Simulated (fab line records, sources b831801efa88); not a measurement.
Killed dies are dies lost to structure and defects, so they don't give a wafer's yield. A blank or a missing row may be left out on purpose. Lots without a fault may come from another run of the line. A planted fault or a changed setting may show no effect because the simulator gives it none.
Split-lot experiment | flow sfq_line | 5 lots, 23 wafers read, on a route of 325 steps

THE SPLIT
At SFQ_TRILAYER_M3_BARC_OPEN_METAL_ETCH_100 (etches BARC in O2, target depth 125 nm, time 41.7 s), the setting time_s was moved away from the recipe's 41.7 s on 10 of the 23 wafers read, by -11.9% to +8.3%. The other wafers ran this setting at the recipe's value.

The reading is taken at the split's own step.

THE READING
oes_product_au, in a.u., at SFQ_TRILAYER_M3_BARC_OPEN_METAL_ETCH_100 (etches BARC in O2, target depth 125 nm, time 41.7 s). Fault-free wafers of this fab line usually give 0.684 a.u., standard deviation 0.0048 a.u..

wafer  | tool, chamber at the split | time_s as run, s | against the recipe | oes_product_au, a.u. | against lot-mates on the recipe
L074.1 | rie_metal-04, 1            | 45.15            | +8.3%              | 0.686                | -0.001
L074.3 | rie_metal-04, 1            | 45.15            | +8.3%              | 0.674                | -0.013
L074.4 | rie_metal-04, 1            | 41.7             | recipe             | 0.686                | -
L074.5 | rie_metal-04, 1            | 41.7             | recipe             | 0.689                | -
L074.6 | rie_metal-04, 1            | 45.15            | +8.3%              | 0.677                | -0.010
L076.1 | rie_metal-03, 0            | 36.75            | -11.9%             | 0.725                | +0.039
L076.3 | rie_metal-03, 1            | 41.7             | recipe             | 0.688                | -
L076.4 | rie_metal-03, 0            | 41.7             | recipe             | 0.686                | -
L076.5 | rie_metal-03, 0            | 41.7             | recipe             | 0.683                | -
L076.6 | rie_metal-03, 1            | 36.75            | -11.9%             | 0.725                | +0.039
L077.2 | rie_metal-04, 1            | 43.39            | +4.1%              | 0.677                | -0.010
L077.3 | rie_metal-04, 0            | 41.7             | recipe             | 0.690                | -
L077.4 | rie_metal-04, 1            | 41.7             | recipe             | 0.684                | -
L077.5 | rie_metal-04, 1            | 43.39            | +4.1%              | 0.686                | -0.001
L077.6 | rie_metal-04, 0            | 41.7             | recipe             | 0.687                | -
L083.1 | rie_metal-01, 0            | 41.7             | recipe             | 0.682                | -
L083.2 | rie_metal-01, 1            | 37.53            | -10.0%             | 0.719                | +0.034
L083.3 | rie_metal-01, 1            | 41.7             | recipe             | 0.688                | -
L083.4 | rie_metal-01, 0            | 37.53            | -10.0%             | 0.721                | +0.036
L083.5 | rie_metal-01, 1            | 37.53            | -10.0%             | 0.716                | +0.031
L085.2 | rie_metal-01, 1            | 41.7             | recipe             | 0.679                | -
L085.4 | rie_metal-01, 0            | 41.7             | recipe             | 0.685                | -
L085.5 | rie_metal-01, 0            | 41.7             | recipe             | 0.689                | -

THE FIT
A straight line over all 23 wafers: oes_product_au changes by -0.00248 a.u. for each +1% of time_s; r = -0.92; the points scatter about the line by 0.0064 a.u..
The same after taking each lot's own level away (the mean of its wafers on the recipe; 23 wafers): -0.00258 a.u. for each +1%; r = -0.94; scatter 0.006 a.u..
On that fit, the largest move of time_s shifts the reading by 0.031 a.u..
The lots' own levels span 0.6843 to 0.6875 a.u., that is 0.7 times the standard deviation above.
So the lot-to-lot level changes the slope little: the two slopes agree.
Check: with one of the wafers moved furthest among these (-11.9%) left out of the fit, the line predicts +0.0334 a.u. for it against its lot-mates. It came out at +0.0393 a.u. against them.
Tool readings at the split's step, against how far the setting was moved: oes_product_au r = -0.92.

OTHER SPLITS ON THESE WAFERS
These wafers also went through other splits before the reading. Each is held against what the fit with the lots' levels taken away leaves over:
other split on the same wafers               | wafers away from the commonest value | r with oes_product_au (lot level and that fit taken away)
SFQ_TRILAYER_M2_LITHO_COAT_062 resist_thk_nm | 11                                   | +0.00
SFQ_TRILAYER_I2_VIA_LITHO_PEB_070 peb_temp_c | 7                                    | -0.10
SFQ_TRILAYER_M3_LITHO_COAT_075 spin_rpm      | 11                                   | -0.31

THE WHOLE CHAIN: every reading that the file lists as answering this split, in the file's order
step                                     | what it does                                        | reading                                                                                   | change (the file's fit)                                                                           | r (the file's)
SFQ_TRILAYER_M3_BARC_OPEN_METAL_ETCH_100 | etches BARC in O2, target depth 125 nm, time 41.7 s | oes_product_au                                                                            | -0.00274 a.u. for each +1% of the setting                                                         | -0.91
SFQ_TRILAYER_M3_BARC_OPEN_METAL_ETCH_100 | etches BARC in O2, target depth 125 nm, time 41.7 s | KrF_of_TRILAYER_M3_LITHO_COAT_075.thk_nm (the simulator's own value, which no gauge read) | -0.506 nm for each +1% of the setting, in a fit together with spin_rpm@TRILAYER_M3_LITHO_COAT_075 | 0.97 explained

THE FILE'S OWN FIT
oes_product_au changes by -0.00274 a.u. for each +1% of time_s, r = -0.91.
